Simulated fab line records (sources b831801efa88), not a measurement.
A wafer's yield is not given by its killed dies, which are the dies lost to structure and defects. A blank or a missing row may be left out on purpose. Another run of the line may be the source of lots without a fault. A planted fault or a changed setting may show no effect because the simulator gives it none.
2 desks, one fault :: flow gf180mcu :: each desk has only its own numbers; what lay behind them comes last

## THE TOOL OWNER'S DESK: pvd sputter-02
The tool's own readings at GF_M3_SPUTTER_02 (material AlCu, target thk 450 nm, time 23.9 s): means of the sampled wafers that have a number, for each lot that ran on this tool. Any lot whose mean is over 4 standard deviations away from the usual mean is out of limits and marked OUT; that distance is given in the brackets.
Columns: A = chamber pressure pa at GF_M3_SPUTTER_02, usual 0.4000 Pa; B = throttle valve pct at GF_M3_SPUTTER_02, usual 30.1 %
lot: L883
first seen here: day 21 05:22
A: 0.3995
B: 29.6

lot: L884
first seen here: day 21 11:05
A: 0.4005
B: 28.9

lot: L888
first seen here: day 23 09:11
A: 0.4000
B: 29.3

lot: L895
first seen here: day 25 10:31
A: 0.3998
B: 29.6

lot: L896
first seen here: day 25 14:35
A: 0.3994
B: 29.2
This desk's finding: nothing out of limits on any of the 5 lots.

## METROLOGY DESK
What the gauges read for every lot (on any tool): the sampled wafers with a number, averaged. Any lot whose mean is over 4 standard deviations away from the usual mean is out of limits and marked OUT; that distance is given in the brackets.
Columns: A = cd nm at GF_TOP_METAL_CD_MEAS_14, usual 439.7 nm
lot: L882
first seen here: day 28 11:56
A: 440.1

lot: L883
first seen here: day 28 20:20
A: 439.8

lot: L884
first seen here: day 29 01:38
A: 435.4

lot: L889
first seen here: day 30 12:58
A: 436.2

lot: L888
first seen here: day 30 14:15
A: 441.4

lot: L890
first seen here: day 30 20:36
A: 438.9

lot: L891
first seen here: day 31 05:32
A: 440.2

lot: L895
first seen here: day 32 05:19
A: 441.2

lot: L896
first seen here: day 32 09:00
A: 442.1

lot: L898
first seen here: day 32 23:06
A: 438.6

lot: L900
first seen here: day 33 07:45
A: 441.6

lot: L901
first seen here: day 33 16:12
A: 436.8

lot: L903
first seen here: day 34 00:49
A: 440.8
This desk's finding: nothing out of limits on any of the 13 lots.

## ALL TOGETHER
Nothing out of limits was seen by the tool owner's desk.
Metrology desk: nothing out of limits seen.

## WHAT THE SIMULATOR HAD INSERTED
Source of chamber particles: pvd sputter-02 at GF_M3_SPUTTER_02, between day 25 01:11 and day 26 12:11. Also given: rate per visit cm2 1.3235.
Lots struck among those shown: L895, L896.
